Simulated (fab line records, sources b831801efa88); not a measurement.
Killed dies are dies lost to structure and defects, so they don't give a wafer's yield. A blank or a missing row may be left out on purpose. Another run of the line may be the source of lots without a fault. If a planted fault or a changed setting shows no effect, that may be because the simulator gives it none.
A sampling plan put to the test ; flow gf180mcu ; each of the 55 faults these records tell of, on one fab line, judged from the records of the lots it struck
The plan consists of the line's own looks: route steps at which the wafer is read by a gauge or an inspection but not changed. Where struck wafers have a number at a look and the file lists that look's usual mean and standard deviation on fault-free wafers, the look can be judged. Caught: 4 or more of those standard deviations (sigma) separate the usual mean from the mean of the struck wafers at a look after the fault's first step. On the tool: the test repeated on the tool's own readings taken at the fault's steps. A different recipe on the struck wafers counts as caught too, as does a record blank only for those wafers.

## THE FAULTS, as the simulator had put them in
1. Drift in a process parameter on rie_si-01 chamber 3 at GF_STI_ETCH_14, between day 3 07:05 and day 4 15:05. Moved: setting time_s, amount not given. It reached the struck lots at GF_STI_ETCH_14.
2. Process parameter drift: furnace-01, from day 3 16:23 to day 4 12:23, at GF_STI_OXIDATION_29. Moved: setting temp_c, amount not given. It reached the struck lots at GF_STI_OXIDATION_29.
3. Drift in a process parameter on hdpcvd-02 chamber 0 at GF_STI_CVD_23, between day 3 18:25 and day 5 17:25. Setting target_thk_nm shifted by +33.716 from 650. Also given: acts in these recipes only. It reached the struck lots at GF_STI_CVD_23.
4. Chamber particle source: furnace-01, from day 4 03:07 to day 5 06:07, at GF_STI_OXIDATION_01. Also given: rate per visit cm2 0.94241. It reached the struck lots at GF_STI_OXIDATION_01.
5. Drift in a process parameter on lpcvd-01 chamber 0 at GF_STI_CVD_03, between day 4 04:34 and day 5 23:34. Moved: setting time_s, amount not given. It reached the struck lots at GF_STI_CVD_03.
6. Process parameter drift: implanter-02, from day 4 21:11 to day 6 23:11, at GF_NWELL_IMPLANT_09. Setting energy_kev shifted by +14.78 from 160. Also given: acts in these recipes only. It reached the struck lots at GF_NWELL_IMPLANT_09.
7. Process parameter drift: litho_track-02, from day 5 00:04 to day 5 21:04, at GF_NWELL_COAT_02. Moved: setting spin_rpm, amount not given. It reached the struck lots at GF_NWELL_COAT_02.
8. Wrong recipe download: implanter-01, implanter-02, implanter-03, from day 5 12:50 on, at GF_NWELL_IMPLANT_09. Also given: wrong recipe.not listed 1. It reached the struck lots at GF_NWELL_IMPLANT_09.
9. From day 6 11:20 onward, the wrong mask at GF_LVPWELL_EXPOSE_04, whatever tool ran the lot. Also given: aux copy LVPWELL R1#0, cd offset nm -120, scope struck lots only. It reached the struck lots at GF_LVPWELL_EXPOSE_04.
10. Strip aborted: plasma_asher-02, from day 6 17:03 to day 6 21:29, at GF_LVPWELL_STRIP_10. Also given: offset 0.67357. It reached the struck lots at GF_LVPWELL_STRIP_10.
11. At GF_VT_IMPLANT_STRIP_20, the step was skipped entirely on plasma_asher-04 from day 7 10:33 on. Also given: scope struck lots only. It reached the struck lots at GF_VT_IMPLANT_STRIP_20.
12. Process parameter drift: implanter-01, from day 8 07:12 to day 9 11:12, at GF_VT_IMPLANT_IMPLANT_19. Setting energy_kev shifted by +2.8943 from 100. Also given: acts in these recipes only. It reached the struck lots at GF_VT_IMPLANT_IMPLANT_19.
13. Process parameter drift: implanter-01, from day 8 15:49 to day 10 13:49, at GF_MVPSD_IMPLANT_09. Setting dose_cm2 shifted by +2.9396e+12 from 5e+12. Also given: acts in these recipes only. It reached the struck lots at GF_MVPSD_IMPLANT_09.
14. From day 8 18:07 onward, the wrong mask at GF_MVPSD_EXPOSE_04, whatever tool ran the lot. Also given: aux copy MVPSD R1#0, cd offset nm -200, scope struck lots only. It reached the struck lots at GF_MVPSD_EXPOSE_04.
15. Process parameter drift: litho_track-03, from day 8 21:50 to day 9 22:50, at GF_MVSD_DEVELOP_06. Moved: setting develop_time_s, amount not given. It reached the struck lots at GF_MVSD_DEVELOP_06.
16. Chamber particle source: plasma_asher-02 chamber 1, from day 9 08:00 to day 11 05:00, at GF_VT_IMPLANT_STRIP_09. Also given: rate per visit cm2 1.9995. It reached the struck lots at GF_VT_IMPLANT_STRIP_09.
17. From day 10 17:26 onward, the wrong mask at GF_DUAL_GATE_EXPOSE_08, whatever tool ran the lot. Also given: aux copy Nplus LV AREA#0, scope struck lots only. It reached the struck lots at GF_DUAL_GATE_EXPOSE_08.
18. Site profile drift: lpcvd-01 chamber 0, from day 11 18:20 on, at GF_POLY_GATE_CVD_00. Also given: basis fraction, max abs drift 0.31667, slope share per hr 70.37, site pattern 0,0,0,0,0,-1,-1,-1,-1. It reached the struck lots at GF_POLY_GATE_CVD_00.
19. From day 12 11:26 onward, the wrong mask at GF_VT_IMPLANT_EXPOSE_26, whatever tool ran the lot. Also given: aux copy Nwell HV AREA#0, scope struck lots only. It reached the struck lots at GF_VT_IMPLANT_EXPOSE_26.
20. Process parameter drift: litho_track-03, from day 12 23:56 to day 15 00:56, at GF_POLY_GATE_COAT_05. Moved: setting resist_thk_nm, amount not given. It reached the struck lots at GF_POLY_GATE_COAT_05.
21. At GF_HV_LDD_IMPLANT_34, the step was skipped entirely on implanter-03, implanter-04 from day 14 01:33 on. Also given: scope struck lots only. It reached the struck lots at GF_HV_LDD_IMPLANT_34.
22. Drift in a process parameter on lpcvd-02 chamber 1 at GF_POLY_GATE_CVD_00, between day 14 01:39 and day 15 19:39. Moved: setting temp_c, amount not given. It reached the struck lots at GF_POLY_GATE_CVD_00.
23. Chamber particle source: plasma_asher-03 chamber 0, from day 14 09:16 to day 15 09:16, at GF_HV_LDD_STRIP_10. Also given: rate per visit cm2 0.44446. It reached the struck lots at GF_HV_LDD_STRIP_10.
24. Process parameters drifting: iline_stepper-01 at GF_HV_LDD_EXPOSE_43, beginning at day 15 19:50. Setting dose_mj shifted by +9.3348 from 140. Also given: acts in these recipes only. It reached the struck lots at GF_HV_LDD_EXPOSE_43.
25. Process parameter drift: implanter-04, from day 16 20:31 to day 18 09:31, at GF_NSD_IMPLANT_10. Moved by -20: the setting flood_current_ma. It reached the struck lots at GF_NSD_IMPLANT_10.
26. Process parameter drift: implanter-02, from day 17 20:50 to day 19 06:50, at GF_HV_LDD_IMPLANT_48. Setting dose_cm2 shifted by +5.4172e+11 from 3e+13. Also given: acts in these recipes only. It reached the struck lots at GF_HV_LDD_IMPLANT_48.
27. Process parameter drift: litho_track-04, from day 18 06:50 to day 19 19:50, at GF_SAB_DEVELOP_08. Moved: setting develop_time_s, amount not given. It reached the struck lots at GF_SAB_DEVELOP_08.
28. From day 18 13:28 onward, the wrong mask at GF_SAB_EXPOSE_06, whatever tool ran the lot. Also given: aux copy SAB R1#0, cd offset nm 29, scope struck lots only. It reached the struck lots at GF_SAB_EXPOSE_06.
29. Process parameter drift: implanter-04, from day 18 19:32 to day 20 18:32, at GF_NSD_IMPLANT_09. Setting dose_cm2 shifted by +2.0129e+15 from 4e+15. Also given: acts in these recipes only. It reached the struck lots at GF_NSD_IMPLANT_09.
30. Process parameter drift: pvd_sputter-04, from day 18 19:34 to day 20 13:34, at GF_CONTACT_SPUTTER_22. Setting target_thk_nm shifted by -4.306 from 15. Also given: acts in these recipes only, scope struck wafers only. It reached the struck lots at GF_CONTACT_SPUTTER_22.
31. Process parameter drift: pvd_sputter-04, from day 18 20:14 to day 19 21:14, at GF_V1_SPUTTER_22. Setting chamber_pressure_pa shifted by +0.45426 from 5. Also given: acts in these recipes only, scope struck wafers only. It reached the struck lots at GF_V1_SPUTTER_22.
32. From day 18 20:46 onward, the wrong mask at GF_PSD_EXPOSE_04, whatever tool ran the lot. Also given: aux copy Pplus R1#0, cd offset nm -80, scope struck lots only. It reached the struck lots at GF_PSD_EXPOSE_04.
33. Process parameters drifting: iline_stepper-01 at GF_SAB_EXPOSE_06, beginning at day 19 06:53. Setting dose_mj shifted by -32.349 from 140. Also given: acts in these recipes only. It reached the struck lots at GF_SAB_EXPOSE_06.
34. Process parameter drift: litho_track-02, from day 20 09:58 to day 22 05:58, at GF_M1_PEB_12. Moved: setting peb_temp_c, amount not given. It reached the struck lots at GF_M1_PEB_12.
35. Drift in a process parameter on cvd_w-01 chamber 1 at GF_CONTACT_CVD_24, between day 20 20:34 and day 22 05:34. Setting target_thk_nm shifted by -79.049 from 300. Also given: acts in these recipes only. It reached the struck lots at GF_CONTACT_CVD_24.
36. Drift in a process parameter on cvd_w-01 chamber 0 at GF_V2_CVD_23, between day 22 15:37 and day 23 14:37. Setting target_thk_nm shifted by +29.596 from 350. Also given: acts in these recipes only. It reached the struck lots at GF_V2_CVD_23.
37. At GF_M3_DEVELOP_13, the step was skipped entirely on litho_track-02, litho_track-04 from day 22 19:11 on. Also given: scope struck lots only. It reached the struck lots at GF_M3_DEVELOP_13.
38. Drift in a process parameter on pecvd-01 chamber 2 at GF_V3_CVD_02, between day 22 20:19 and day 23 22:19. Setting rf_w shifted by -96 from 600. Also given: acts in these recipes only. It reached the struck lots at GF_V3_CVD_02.
39. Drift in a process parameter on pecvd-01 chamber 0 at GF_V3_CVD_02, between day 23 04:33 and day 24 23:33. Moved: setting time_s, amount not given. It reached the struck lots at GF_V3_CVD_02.
40. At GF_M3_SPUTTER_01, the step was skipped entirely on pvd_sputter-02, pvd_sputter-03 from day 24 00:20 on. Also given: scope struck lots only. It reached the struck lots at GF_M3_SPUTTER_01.
41. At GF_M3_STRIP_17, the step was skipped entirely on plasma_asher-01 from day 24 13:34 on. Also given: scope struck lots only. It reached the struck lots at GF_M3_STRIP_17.
42. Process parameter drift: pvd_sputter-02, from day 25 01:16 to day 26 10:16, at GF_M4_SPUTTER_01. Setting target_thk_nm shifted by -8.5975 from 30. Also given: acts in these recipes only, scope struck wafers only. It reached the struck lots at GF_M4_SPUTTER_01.
43. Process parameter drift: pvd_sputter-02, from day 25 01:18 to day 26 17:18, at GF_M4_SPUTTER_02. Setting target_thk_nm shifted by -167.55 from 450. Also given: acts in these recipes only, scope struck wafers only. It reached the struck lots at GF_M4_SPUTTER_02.
44. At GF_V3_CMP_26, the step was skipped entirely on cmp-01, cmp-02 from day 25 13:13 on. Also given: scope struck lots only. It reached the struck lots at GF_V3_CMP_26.
45. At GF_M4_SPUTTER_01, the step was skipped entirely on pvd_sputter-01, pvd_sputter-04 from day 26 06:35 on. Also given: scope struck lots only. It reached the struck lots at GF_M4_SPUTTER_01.
46. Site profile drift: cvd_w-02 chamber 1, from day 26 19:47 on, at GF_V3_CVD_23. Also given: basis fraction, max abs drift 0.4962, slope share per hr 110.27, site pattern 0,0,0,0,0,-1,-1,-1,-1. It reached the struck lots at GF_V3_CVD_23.
47. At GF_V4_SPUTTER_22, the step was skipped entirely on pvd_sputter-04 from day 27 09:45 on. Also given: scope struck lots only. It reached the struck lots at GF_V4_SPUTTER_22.
48. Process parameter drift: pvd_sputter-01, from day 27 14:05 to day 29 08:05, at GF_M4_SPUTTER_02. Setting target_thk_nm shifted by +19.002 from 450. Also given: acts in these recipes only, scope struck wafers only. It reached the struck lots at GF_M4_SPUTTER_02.
49. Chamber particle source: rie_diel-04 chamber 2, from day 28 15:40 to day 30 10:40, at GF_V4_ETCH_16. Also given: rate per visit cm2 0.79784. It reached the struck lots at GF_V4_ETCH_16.
50. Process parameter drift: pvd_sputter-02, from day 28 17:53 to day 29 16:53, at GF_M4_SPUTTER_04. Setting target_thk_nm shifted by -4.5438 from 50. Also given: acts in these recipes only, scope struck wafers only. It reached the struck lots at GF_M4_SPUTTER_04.
51. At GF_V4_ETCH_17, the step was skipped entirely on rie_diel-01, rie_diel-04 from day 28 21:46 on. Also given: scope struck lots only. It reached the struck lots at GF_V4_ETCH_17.
52. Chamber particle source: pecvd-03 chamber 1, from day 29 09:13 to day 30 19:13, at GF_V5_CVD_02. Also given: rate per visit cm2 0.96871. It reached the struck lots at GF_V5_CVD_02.
53. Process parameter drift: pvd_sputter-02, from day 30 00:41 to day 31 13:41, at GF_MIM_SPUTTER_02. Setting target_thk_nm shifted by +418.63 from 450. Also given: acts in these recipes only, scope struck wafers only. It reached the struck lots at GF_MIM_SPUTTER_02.
54. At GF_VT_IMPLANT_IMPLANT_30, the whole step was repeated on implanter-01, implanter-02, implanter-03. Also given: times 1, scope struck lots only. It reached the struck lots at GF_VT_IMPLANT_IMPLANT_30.
55. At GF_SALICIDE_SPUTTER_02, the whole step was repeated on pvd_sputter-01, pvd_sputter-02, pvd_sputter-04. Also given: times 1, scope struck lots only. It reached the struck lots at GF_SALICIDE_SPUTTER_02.

## WHAT THE PLAN SAW
fault;on the tool itself;first look that catches it;reading, sigma;median hours from its first step to that look;hours from the fault's start to the first struck lot there;judged looks passed uncaught
1;run_length_s -71 sigma;none of the 2 looks that can be judged after it;-;-;-;2
2;tube_center_temp_C +99 or beyond sigma;GF_STI_THK_MEAS_30;STI_OXIDATION_02_THK +7.7;1.4;1;0
3;no reading that can be judged;GF_STI_THK_MEAS_24;STI_CVD_23_THK +6.5;0.1;4;0
4;under 2 sigma;not the one look that can be judged after it;-;-;-;1
5;under 2 sigma;GF_STI_THK_MEAS_04;STI_CVD_03_THK +6.8;2.0;7;0
6;beam_energy_keV +99 or beyond sigma;no look after it can be judged;-;-;-;0
7;spin_speed_rpm +89 sigma;not the one look that can be judged after it;-;-;-;1
8;no reading that can be judged;GF_NWELL_TW_MEAS_11;NWELL_TW +12;0.2;3;0
9;under 2 sigma;none of the 5 looks that can be judged after it;-;-;-;5
10;oes_product_au +52 sigma;GF_MVSD_TW_MEAS_11;MVSD_TW -99 or beyond;15.7;20;0
11;the tool's record is blank for the struck wafers;GF_VT_IMPLANT_TW_MEAS_32;VT_IMPLANT_3_TW -99 or beyond;16.6;21;0
12;beam_energy_keV +88 sigma;no look after it can be judged;-;-;-;0
13;dose_ions_cm2 +99 or beyond sigma;GF_MVPSD_TW_MEAS_11;MVPSD_TW +4.0;0.2;3;0
14;no reading that can be judged;none of the 3 looks that can be judged after it;-;-;-;3
15;no reading that can be judged;none of the 2 looks that can be judged after it;-;-;-;2
16;under 2 sigma;not the one look that can be judged after it;-;-;-;1
17;no reading that can be judged;no look after it can be judged;-;-;-;0
18;under 2 sigma;GF_POLY_GATE_THK_MEAS_01;POLY_GATE_CVD_00_THK -12;1.4;4;0
19;under 2 sigma;GF_VT_IMPLANT_TW_MEAS_32;VT_IMPLANT_3_TW -99 or beyond;9.7;11;0
20;no reading that can be judged;not the one look that can be judged after it;-;-;-;1
21;the tool's record is blank for the struck wafers;GF_HV_LDD_TW_MEAS_38;HV_LDD_3_TW -9.7;0.5;5;0
22;susceptor_temp_C +99 or beyond sigma;GF_POLY_GATE_THK_MEAS_01;POLY_GATE_CVD_00_THK +86;1.3;4;0
23;under 2 sigma;none of the 3 looks that can be judged after it;-;-;-;3
24;exposure_dose_mJ_cm2 +77 sigma;GF_HV_LDD_CD_MEAS_46;cd_nm +7.4;11.2;37;0
25;no reading that can be judged;none of the 9 looks that can be judged after it;-;-;-;9
26;dose_ions_cm2 +14 sigma;no look after it can be judged;-;-;-;0
27;no reading that can be judged;GF_SAB_CD_MEAS_09;cd_nm +14;0.1;29;0
28;under 2 sigma;GF_SAB_CD_MEAS_09;cd_nm +11;11.8;15;0
29;dose_ions_cm2 +99 or beyond sigma;GF_PSD_RS_MEAS_14;NSD_RS -18;24.7;41;0
30;under 2 sigma;no look after it can be judged;-;-;-;0
31;chamber_pressure_pa +45 sigma;no look after it can be judged;-;-;-;0
32;no reading that can be judged;GF_PSD_CD_MEAS_07;cd_nm -37;12.1;17;0
33;exposure_dose_mJ_cm2 -99 or beyond sigma;GF_SAB_CD_MEAS_09;cd_nm +29;11.6;18;0
34;heater_power_total_W +84 sigma;GF_M1_CD_MEAS_14;cd_nm -12;0.3;4;0
35;under 2 sigma;GF_CONTACT_RS_MEAS_25;CONTACT_W_RS +29;0.1;7;0
36;under 2 sigma;GF_V2_RS_MEAS_24;V2_W_RS -6.9;0.1;9;0
37;no reading that can be judged;no look after it can be judged;-;-;-;0
38;rf_fwd_power_W -47 sigma;not the one look that can be judged after it;strongest: V3_CVD_02_THK at GF_V3_THK_MEAS_03, -3.1;-;-;1
39;run_length_s -99 or beyond sigma;GF_V3_THK_MEAS_03;V3_CVD_02_THK -46;0.1;3;0
40;the tool's record is blank for the struck wafers;none of the 2 looks that can be judged after it;-;-;-;2
41;no reading that can be judged;no look after it can be judged;-;-;-;0
42;under 2 sigma;no look after it can be judged;-;-;-;0
43;under 2 sigma;GF_M4_RS_MEAS_05;M4_ALCU_RS +78;0.1;1;0
44;the tool's record is blank for the struck wafers;no look after it can be judged;-;-;-;0
45;the tool's record is blank for the struck wafers;no look after it can be judged;-;-;-;0
46;under 2 sigma;GF_V3_RS_MEAS_24;V3_W_RS +34;0.2;6;0
47;the tool's record is blank for the struck wafers;no look after it can be judged;-;-;-;0
48;under 2 sigma;GF_M4_RS_MEAS_05;M4_ALCU_RS -6.9;0.1;12;0
49;under 2 sigma;none of the 2 looks that can be judged after it;-;-;-;2
50;under 2 sigma;none of the 7 looks that can be judged after it;-;-;-;7
51;the tool's record is blank for the struck wafers;no look after it can be judged;-;-;-;0
52;under 2 sigma;not the one look that can be judged after it;-;-;-;1
53;under 2 sigma;no look after it can be judged;-;-;-;0
54;under 2 sigma;GF_VT_IMPLANT_TW_MEAS_32;VT_IMPLANT_3_TW +36;0.6;-;0
55;under 2 sigma;GF_SALICIDE_RS_MEAS_04;SALICIDE_TIN_RS -31;0.3;-;0
Dash: fault not caught, or number not given in these records.

Caught at a look: 26 of 55. Caught on the tool: 23 of 55. By one or the other: 38 of 55.
On the tool alone, faults 1, 6, 7, 12, 26, 31, 38, 40, 44, 45, 47, 51 were caught.
Caught at a look alone: faults 3, 5, 8, 18, 19, 27, 28, 32, 35, 36, 43, 46, 48, 54, 55.
Caught by neither: faults 4, 9, 14, 15, 16, 17, 20, 23, 25, 30, 37, 41, 42, 49, 50, 52, 53.

## THINNER SAMPLING
In the worst case, this is how late the first struck lot would be measured if the look that catches a fault measured only every second or every third lot, by lot number:
fault;struck lots at that look, in order of time;every lot;every second lot;every third lot
2;L981, L982, L983, L985;1 h;2 h;9 h
3;L258;4 h;may miss it;may miss it
5;L138;7 h;may miss it;may miss it
8;L630, L631;3 h;8 h;may miss all 2
10;L861;20 h;may miss it;may miss it
11;L952, L953;21 h;31 h;may miss all 2
13;L834, L841;3 h;46 h;may miss all 2
18;L133, L134;4 h;14 h;may miss all 2
19;L932;11 h;may miss it;may miss it
21;L394, L395, L396;5 h;11 h;22 h
22;L107, L108;4 h;16 h;may miss all 2
24;L649, L650;37 h;46 h;may miss all 2
27;L881;29 h;may miss it;may miss it
28;L765;15 h;may miss it;may miss it
29;L760, L761;41 h;49 h;may miss all 2
32;L348;17 h;may miss it;may miss it
33;L782, L783;18 h;22 h;may miss all 2
34;L275, L277, L278;4 h;28 h;may miss all 3
35;L491, L492;7 h;11 h;may miss all 2
36;L124, L123, L125;9 h;11 h;20 h
39;L413, L415;3 h;may miss all 2;may miss all 2
43;L896, L900;1 h;may miss all 2;may miss all 2
46;L520, L522;6 h;may miss all 2;may miss all 2
48;L629;12 h;may miss it;may miss it
Hours are from the fault's start to the first struck lot that is measured. Since the struck wafers were tested as one group against 4 sigma, a single lot by itself may lie under the limit. Other struck lots may not be in these records.

## THE LONGEST TIMED WAY FROM STEP TO LOOK
For fault 29, GF_NSD_IMPLANT_09 and GF_PSD_RS_MEAS_14 are separated by a median of 24.7 hours. No look between them can be judged.
